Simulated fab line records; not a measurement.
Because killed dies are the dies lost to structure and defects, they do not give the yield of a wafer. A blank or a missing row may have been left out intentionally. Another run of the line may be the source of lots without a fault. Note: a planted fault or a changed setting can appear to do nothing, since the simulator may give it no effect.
Comparing a struck lot with a sound one | flow gf180mcu | 15 out of 602 route steps
Sound: these wafers, L782.2, L782.5, L782.6. Struck: wafers L787.1, L787.4. (L787.5 of the same lot was not struck and is left out.) The cause comes at the end.
Per side, at each step with rows, come the tool, then ch with its chambers, and then its first start. Under that, the readings that differ: sound wafers | struck wafers | difference of the means | sigmas: that difference in standard deviations of wafers without a fault.
alike: readings with means less than 2 such deviations apart, plus words and numbers identical on both sides. not compared: withheld readings, readings lacking a value on some wafer, bounds such as >300 that could conceal the same value, and numbers that have no deviation in the record and whose values overlap.
The two part at a step that has a row with sigmas, a row that says differs or no value, or rows on one side only. Numbers that have no deviation but don't overlap get no sigmas and don't part them. A reading that every wafer of one side lacks parts them only if that side has two wafers or more.

first, 5 steps without rows for these wafers: GF_V4_COAT_09 (resist thk 1000 nm); GF_V4_SOFTBAKE_10 (time 60 s); GF_V4_EXPOSE_11 (exposes mask Via4, target cd 260 nm); GF_V4_PEB_12 (peb time 90 s); GF_V4_DEVELOP_13 (develop time 60 s).
GF_V4_CD_MEAS_14 targets a cd of 260 nm.
  sound: cd-sem-01 at day 26 13:40; struck: cd-sem-01 at day 28 07:02
  reading    | sound             | struck      | difference | sigmas
  cd-nm (nm) | 263.2 262.7 263.1 | 258.7 259.1 | -4.1       | -3
GF_V4_OVL_MEAS_15:
  sound: overlay-02 at day 26 13:46; struck: overlay-02 at day 28 07:09
  alike: V4_OVL
GF_V4_ETCH_16: etches BARC in N2/H2.
  sound on rie-diel-03 ch 2,3, day 26 13:48; struck on rie-diel-01 ch 2,3, day 28 07:11
  reading                | sound                | struck        | difference | sigmas
  throttle-valve-pct (%) | 13.211 13.206 13.231 | 13.245 13.229 | +0.021     | +2
  alike: drypump-motor-current-A, oes-product-au
GF_V4_ETCH_17: etches SiO2 in C4F8/O2/Ar, stops on TiN, target depth 630 nm.
  sound: rie-diel-03 ch 2,3; struck: rie-diel-01 ch 2,3
  alike: oes-product-au
GF_V4_STRIP_18: strips in O2/N2.
  sound on plasma-asher-01 ch 0,1, day 26 13:56; struck on plasma-asher-03 ch 0, day 28 07:19
  alike: drypump-motor-current-A, heater-power-w, oes-product-au
  not compared: rf-hours-counter-h
then, 2 steps without rows for these wafers: GF_V4_STRIP_19 (strips in post etch residue remover, time 1200 s); GF_V4_CLEAN_20 (cleans in DIW).
GF_V4_SPUTTER_21: material Ti, target thk 15 nm, time 80.02 s.
  sound: pvd-sputter-01 at day 26 14:28; struck: pvd-sputter-03 at day 28 07:51
  reading                               | sound            | struck      | difference | sigmas
  model.Ti_of_V4_SPUTTER_21.thk-nm (nm) | 14.87 15.01 14.9 | 20.38 20.45 | +5.49      |
  alike: throttle-valve-pct
GF_V4_SPUTTER_22: material TiN, target thk 10 nm, time 40 s.
  sound: pvd-sputter-01 at day 26 14:32; struck: pvd-sputter-03 at day 28 07:55
  alike: throttle-valve-pct
-- the record jumps here: 4 days lie between the struck wafers' starts before and after (it left off in module V4 and takes up again in module PASSIVATION, whose first step shown is number 602 of the route) --
GF_PASSIVATION_PROBE_99:
  rows exist in the record for the struck wafers here (prober-01, day 32 11:19), but not for the sound ones

== WHERE THEY PART ==
Last at GF_PASSIVATION_PROBE_99 as far as this record goes, first at GF_V4_CD_MEAS_14.

WHY: what had been put in by the simulator
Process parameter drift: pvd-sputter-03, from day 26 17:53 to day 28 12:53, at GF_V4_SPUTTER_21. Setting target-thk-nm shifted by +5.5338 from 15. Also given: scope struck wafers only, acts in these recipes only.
